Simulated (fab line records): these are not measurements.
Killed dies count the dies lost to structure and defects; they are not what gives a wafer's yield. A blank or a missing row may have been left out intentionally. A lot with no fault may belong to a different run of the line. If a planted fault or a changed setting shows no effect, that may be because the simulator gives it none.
A lot that was struck, set against a sound lot + flow sky130 + 24 out of 708 route steps
Sound: these wafers, L124.2, L124.3, L124.6. Wafers struck: L127.2, L127.4, L127.6. The cause is given at the end.
At each step with rows: each side's tool, then ch and its chambers, then its first start. Under that, the readings that differ: sound wafers + struck wafers + difference of the means + sigmas: that difference in standard deviations of wafers without a fault.
alike: words and numbers the same on both sides, and readings whose means are apart by under 2 such deviations; not compared: readings that were withheld, readings missing a value for some wafer, numbers with overlapping values and no deviation given by the record, and bounds like >300 which may hide the same value.
Wherever a step has rows on one side only, a row that says differs or no value, or a row with sigmas, the two part there. Numbers that have no deviation but don't overlap get no sigmas and don't part them. A reading that every wafer of one side lacks parts them only if that side has two wafers or more.

first, 8 steps without rows for these wafers: SKY_FIELD_ISO_DEHYDRATE_05 (time 60 s); SKY_FIELD_ISO_HMDS_06 (prime time 60 s); SKY_FIELD_ISO_COAT_07 (resist thk 60.89 nm); SKY_FIELD_ISO_COAT_08 (resist thk 450 nm); SKY_FIELD_ISO_SOFTBAKE_09 (time 90 s); SKY_FIELD_ISO_EXPOSE_10 (exposes mask FOM, target cd 150 nm); SKY_FIELD_ISO_PEB_11; SKY_FIELD_ISO_DEVELOP_12 (develop time 60 s).
SKY_FIELD_ISO_CD_MEAS_13: the cd target is 150 nm.
  sound: cd sem-01 at day 3 18:21; struck: cd sem-01 at day 4 10:11
  alike: cd nm
SKY_FIELD_ISO_ETCH_14: etches BARC in N2/H2, stops on SiO2, time 45.9 s, target depth 60 nm.
  sound on rie diel-02 ch 0,2, day 3 18:27; struck on rie diel-04 ch 1,2,3, day 4 10:17
  alike: bias w, chamber pressure mTorr, drypump motor current A, oes product au, throttle valve pct
  not compared: rf hours counter h
SKY_FIELD_ISO_ETCH_15: etches the open film in CHF3/O2, stops on Si, target depth 180 nm, time 72 s.
  sound on rie diel-02 ch 0,2, day 3 18:29; struck on rie diel-04 ch 1,2,3, day 4 10:19
  alike: O2_flow_sccm, bias w, drypump motor current A, oes product au, throttle valve pct
  not compared: rf hours counter h
SKY_FIELD_ISO_STRIP_16: strips in O2/N2.
  sound on plasma asher-01 ch 1, day 3 18:33; struck on plasma asher-03 ch 0, day 4 10:22
  alike: drypump motor current A, oes product au, strip time to endpoint s
  not compared: rf hours counter h
SKY_FIELD_ISO_ETCH_17: etches Si in HBr/Cl2/O2, target depth 342 nm, time 97.7 s.
  sound on rie si-02 ch 2,3, day 3 18:39; struck on rie si-02 ch 1,2,3, day 4 10:28
  no value came back on the struck wafers for any of 5 readings (HBr_flow_sccm (sccm), O2_flow_sccm (sccm) and others); on the sound wafers HBr_flow_sccm (sccm) reads 149.7 150.5 150.3
| reading                                     | sound             | struck            | difference | sigmas |
|---------------------------------------------|-------------------|-------------------|------------|--------|
| model.Si3N4_of_FIELD_ISO_CVD_03.thk nm (nm) | 149.9 149.2 149.3 | 165.6 165.2 164.4 | +15.6      |        |
  not compared: rf hours counter h
then, 7 steps without rows for these wafers: SKY_FIELD_ISO_WET_ETCH_18 (etches Si3N4 in H3PO4, target depth 25 nm, time 286 s); SKY_FIELD_ISO_CLEAN_19 (cleans in SC1/SC2, time 150 s); SKY_FIELD_ISO_CLEAN_20 (cleans in dHF, time 20 s); SKY_FIELD_ISO_WET_ETCH_21 (etches SiO2 in dHF, target depth 20 nm, time 400 s); SKY_FIELD_ISO_OXIDATION_22 (stabilise 600 s, purge 300 s, target thk 10 nm); SKY_FIELD_ISO_CVD_24 (deposits SiO2, target thk 595 nm, time 99.2 s); SKY_FIELD_ISO_ANNEAL_26 (time 1800 s).
SKY_FIELD_ISO_CMP_27: polishes, stops on Si3N4, t overpolish 16 s, target thk 457.8 nm.
  sound on cmp-01 ch 0,1,3, day 4 00:17; struck on cmp-02 ch 0,1,2, day 4 15:31
  alike: motor current A, retaining ring pressure frac, slurry filter dp kPa
SKY_FIELD_ISO_WET_ETCH_28: etches SiO2 in dHF, target depth 23.7 nm, time 47 s.
  sound on wet bench-03 ch 3, day 4 00:29; struck on wet bench-04 ch 3, day 4 15:43
| reading                                     | sound             | struck          | difference | sigmas |
|---------------------------------------------|-------------------|-----------------|------------|--------|
| bath heat duty pct (%)                      | 5.4 5.2 6.8       | 7.4 7.2 7.6     | +1.6       | +2     |
| run length s (s)                            | 73.9 73.9 73.9    | 80.4 80.4 80.4  | +6.5       | +2     |
| model.Si3N4_of_FIELD_ISO_CVD_03.thk nm (nm) | 118.2 117.4 117.6 | 135 134.4 133.8 | +17        |        |
then, 1 step without rows for these wafers: SKY_FIELD_ISO_WET_ETCH_29 (etches Si3N4 in H3PO4, target depth 160 nm, time 1825 s).
-- here the record skips 44 days between the struck wafers' starts before and after, leaving off in module FIELD_ISO and picking up in module PAD_OPEN (first step shown: number 708 of the route) --
SKY_PAD_OPEN_PROBE_99:
  the record has rows for the struck wafers here (prober-02, day 48 13:19) and none for the sound ones

## WHERE THEY PART
Last at SKY_PAD_OPEN_PROBE_99 as far as this record goes, first at SKY_FIELD_ISO_ETCH_17.

WHY: the cause the simulator had injected
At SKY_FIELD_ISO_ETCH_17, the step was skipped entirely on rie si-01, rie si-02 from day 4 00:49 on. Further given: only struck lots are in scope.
